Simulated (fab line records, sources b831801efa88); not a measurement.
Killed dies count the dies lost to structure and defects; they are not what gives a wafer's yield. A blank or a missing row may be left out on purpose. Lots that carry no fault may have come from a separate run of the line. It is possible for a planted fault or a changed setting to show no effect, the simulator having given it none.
Which tool was responsible? -- flow gf180mcu -- 12 lots, 36 wafers sampled, at 5 steps of a route of 602

WHAT EACH GAUGE READ, for each wafer
GF_M4_RS_MEAS_05: a four-point-probe measurement. Usual: M4_ALCU_RS gives 0.0694 ohm/sq (standard deviation 0.00097).
lot,measured,on,M4_ALCU_RS (ohm/sq),flag
L136,day 22 19:51,film metro-02,0.0695 0.0703 0.0697,
L139,day 24 04:50,film metro-04,0.0698 0.0696 0.0695,
L140,day 24 14:45,film metro-04,0.0696 0.0696 0.0709,
L141,day 24 23:29,film metro-04,0.0676 0.0682 0.0671,
L142,day 25 04:28,film metro-01,0.0677 0.0669 0.0680,
L144,day 25 21:05,film metro-01,0.0700 0.0691 0.0686,
L146,day 26 05:53,film metro-04,0.0691 0.0683 0.0693,
L154,day 28 17:35,film metro-04,0.0714 0.0713 0.0699,
L155,day 29 03:08,film metro-02,0.0683 0.0701 0.0682,
L156,day 29 06:04,film metro-01,0.0704 0.0693 0.0700,
L157,day 29 09:07,film metro-04,0.0696 0.0684 0.0689,
L158,day 29 19:19,film metro-02,0.0698 0.0709 0.0702,

GF_V4_CD_MEAS_14 targets a cd of 260 nm. Usual: cd nm 260.2 nm, standard deviation 1.2.
lot,measured,on,cd nm (nm),flag
L136,day 24 17:48,cd sem-01,262.2 260.8 261.5,
L139,day 26 02:02,cd sem-02,259.0 261.2 261.0,
L140,day 26 11:01,cd sem-02,260.9 262.8 261.9,
L141,day 26 18:59,cd sem-01,259.9 257.9 259.4,
L142,day 27 00:31,cd sem-02,261.8 262.2 262.3,
L144,day 27 14:55,cd sem-02,251.4 250.6 251.0,OFF
L146,day 27 23:20,cd sem-01,251.4 251.5 252.3,OFF
L154,day 30 07:31,cd sem-02,260.1 261.1 260.6,
L155,day 30 17:59,cd sem-02,259.0 259.5 259.7,
L156,day 30 20:35,cd sem-02,259.4 259.3 259.0,
L157,day 30 23:35,cd sem-02,259.9 260.6 260.7,
L158,day 31 09:40,cd sem-02,261.9 261.0 262.2,

GF_MIM_RS_MEAS_10: a four-point-probe measurement. Usual: MIM_ALCU_RS gives 0.1596 ohm/sq (standard deviation 0.0027).
lot,measured,on,MIM_ALCU_RS (ohm/sq),flag
L136,day 24 20:05,film metro-03,0.1567 0.1559 0.1581,
L139,day 26 03:58,film metro-02,0.1667 0.1660 0.1570,
L140,day 26 12:58,film metro-03,0.1585 0.1598 0.1583,
L141,day 26 20:57,film metro-01,0.1585 0.1582 0.1571,
L142,day 27 02:27,film metro-03,0.1584 0.1578 0.1630,
L144,day 27 16:50,film metro-02,0.1655 0.1604 0.1603,
L146,day 28 01:15,film metro-01,0.1589 0.1583 0.1606,
L154,day 30 09:26,film metro-03,0.1647 0.1586 0.1649,
L155,day 30 20:15,film metro-02,0.1555 0.1621 0.1565,
L156,day 30 22:52,film metro-02,0.1581 0.1588 0.1637,
L157,day 31 01:30,film metro-01,0.1654 0.1576 0.1658,
L158,day 31 11:35,film metro-01,0.1600 0.1612 0.1579,

EACH LOT AND THE TOOL THAT RAN IT (in order: tool; ch and the chambers of the sampled wafers; start)
lot,GF_M4_SPUTTER_01,GF_V4_PEB_12
L136,"pvd sputter-01, day 22 19:43","litho track-02 ch 0, day 24 17:28"
L139,"pvd sputter-04, day 24 04:40","litho track-02 ch 0, day 26 01:44"
L140,"pvd sputter-04, day 24 14:37","litho track-04 ch 0, day 26 10:41"
L141,"pvd sputter-01, day 24 23:20","litho track-03 ch 0, day 26 18:39"
L142,"pvd sputter-01, day 25 04:19","litho track-02 ch 0, day 27 00:11"
L144,"pvd sputter-03, day 25 20:55","litho track-02 ch 0, day 27 14:35"
L146,"pvd sputter-01, day 26 05:46","litho track-02 ch 0, day 27 22:59"
L154,"pvd sputter-04, day 28 17:26","litho track-03 ch 0, day 30 07:10"
L155,"pvd sputter-01, day 29 02:57","litho track-02 ch 0, day 30 17:41"
L156,"pvd sputter-04, day 29 05:56","litho track-03 ch 0, day 30 20:14"
L157,"pvd sputter-03, day 29 08:59","litho track-02 ch 0, day 30 23:14"
L158,"pvd sputter-04, day 29 19:09","litho track-02 ch 0, day 31 09:17"
- GF_M4_SPUTTER_01: material TiN, target thk 30 nm, time 25 s.
- GF_V4_PEB_12: peb time 90 s.

WHAT THE TOOLS THEMSELVES READ (means of the sampled wafers that have a number; where no wafer has one, the mark that the record gives instead)
GF_M4_SPUTTER_01. Usual: throttle valve pct 29.9 %, standard deviation 0.91.
lot,tool,throttle valve pct (%),flag
L136,pvd sputter-01,30.1,
L139,pvd sputter-04,29.8,
L140,pvd sputter-04,29.9,
L141,pvd sputter-01,30.8,
L142,pvd sputter-01,30.2,
L144,pvd sputter-03,29.3,
L146,pvd sputter-01,30.4,
L154,pvd sputter-04,29.8,
L155,pvd sputter-01,30.6,
L156,pvd sputter-04,30.2,
L157,pvd sputter-03,29.9,
L158,pvd sputter-04,30.0,

GF_V4_PEB_12. Usual: exhaust pa 45.1 Pa, standard deviation 0.91; heater power total W 85.70 W, standard deviation 0.085.
lot,tool,exhaust pa (Pa),heater power total W (W),flag
L136,litho track-02,44.0,85.76,
L139,litho track-02,44.7,85.71,
L140,litho track-04,44.4,85.71,
L141,litho track-03,45.5,85.68,
L142,litho track-02,44.8,85.75,
L144,litho track-02,45.7,93.86,OFF
L146,litho track-02,45.2,93.83,OFF
L154,litho track-03,44.5,85.71,
L155,litho track-02,44.4,85.60,
L156,litho track-03,45.4,85.73,
L157,litho track-02,45.9,85.73,
L158,litho track-02,45.5,85.82,

THE ANSWER, worked out from the rows above alone
Rule: take the mean of a lot's wafers that have a number; if it is more than 3 standard deviations from the usual mean, the lot is off. A lot without any number at a reading at which 4 lots or more have one is off too. Where the step has rows for the other lots, those lots are counted as sound. First the gauges in route order, then the tools' own readings, where a lot's mean is used as printed above. The first step at which some lot is off is used, and at that step the reading that is off furthest; a lot without a number counts as furthest.
Off, at GF_V4_CD_MEAS_14 on cd nm: L144, L146.
If a tool, at a process step before that reading, ran all the lots that are off and no sound lot after the first of them, it fits. The gauges at GF_V4_CD_MEAS_14 aren't tried: what is off there is off at GF_V4_PEB_12 too, on other tools, and a gauge's error can't cause that. Not one of the candidates tried fits.

WHAT THE SIMULATOR HAD PUT IN
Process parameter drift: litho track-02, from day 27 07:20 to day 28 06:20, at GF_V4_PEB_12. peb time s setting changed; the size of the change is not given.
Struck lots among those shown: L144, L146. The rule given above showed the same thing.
